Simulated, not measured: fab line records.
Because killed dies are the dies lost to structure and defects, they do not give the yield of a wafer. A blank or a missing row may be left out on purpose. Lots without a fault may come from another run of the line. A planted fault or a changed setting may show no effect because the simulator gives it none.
Matching of chambers ; flow sky130 ; SKY_VIA3_CMP_02 on cmp-02: 4 sister chambers
The step polishes SiO2. 14 wafers are shown with their chamber, then 7 later ones without.

== EACH WAFER AND ITS CHAMBER ==
wafer;chamber;motorCurrentA (A);edgeZonePressureFrac
L598.3;2;13.3;1.001
L598.5;2;13.2;1.010
L598.6;1;13.2;1.007
L600.2;1;12.2;1.000
L600.4;0;10.4;1.003
L600.6;3;11.0;1.000
L601.2;1;12.6;0.999
L601.3;2;14.1;0.999
L601.6;1;12.8;0.992
L602.1;1;12.5;0.997
L602.5;1;12.4;1.000
L602.6;0;10.3;0.997
L607.2;3;10.7;0.999
L607.3;2;14.1;0.990

SIGNATURES, as means of the wafers listed above
reading;chamber 0;chamber 1;chamber 2;chamber 3;scatter within a chamber
motorCurrentA;10.350;12.617;13.675;10.850;0.372
edgeZonePressureFrac;1.00000;0.99917;1.00000;0.99950;0.00583
Rule: for a wafer and a chamber, the distance is found by dividing, reading by reading, the gap between the wafer's reading and the chamber's mean by the reading's scatter, squaring, summing and taking the root. The wafer belongs to the nearest chamber; if the next one is less than 2 further off, it can't be placed. The scatter is the square root of a quotient: the sum, over the shown wafers, of each reading's squared deviation from its chamber's mean, divided by wafers minus chambers.

== WAFERS MISSING THEIR CHAMBER ==
wafer;motorCurrentA (A);edgeZonePressureFrac
L607.6;13.9;1.000
L612.1;13.4;1.000
L612.2;10.4;1.000
L612.5;9.9;1.000
L614.1;10.2;0.995
L614.4;11.4;1.000
L614.6;12.7;1.003

== CHAMBER TAKEN BY EACH ==
wafer;from the rows above;in truth
L607.6;2;2
L612.1;can't be placed: 2 or 1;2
L612.2;can't be placed: 0 or 3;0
L612.5;can't be placed: 0 or 3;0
L614.1;can't be placed: 0 or 3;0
L614.4;can't be placed: 3 or 0 or 1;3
L614.6;can't be placed: 1 or 2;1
Correctly placed: 1 of 7. From these rows, 6 cannot be placed; in 6 the true chamber is one of the candidates. Number placed wrongly: 0.
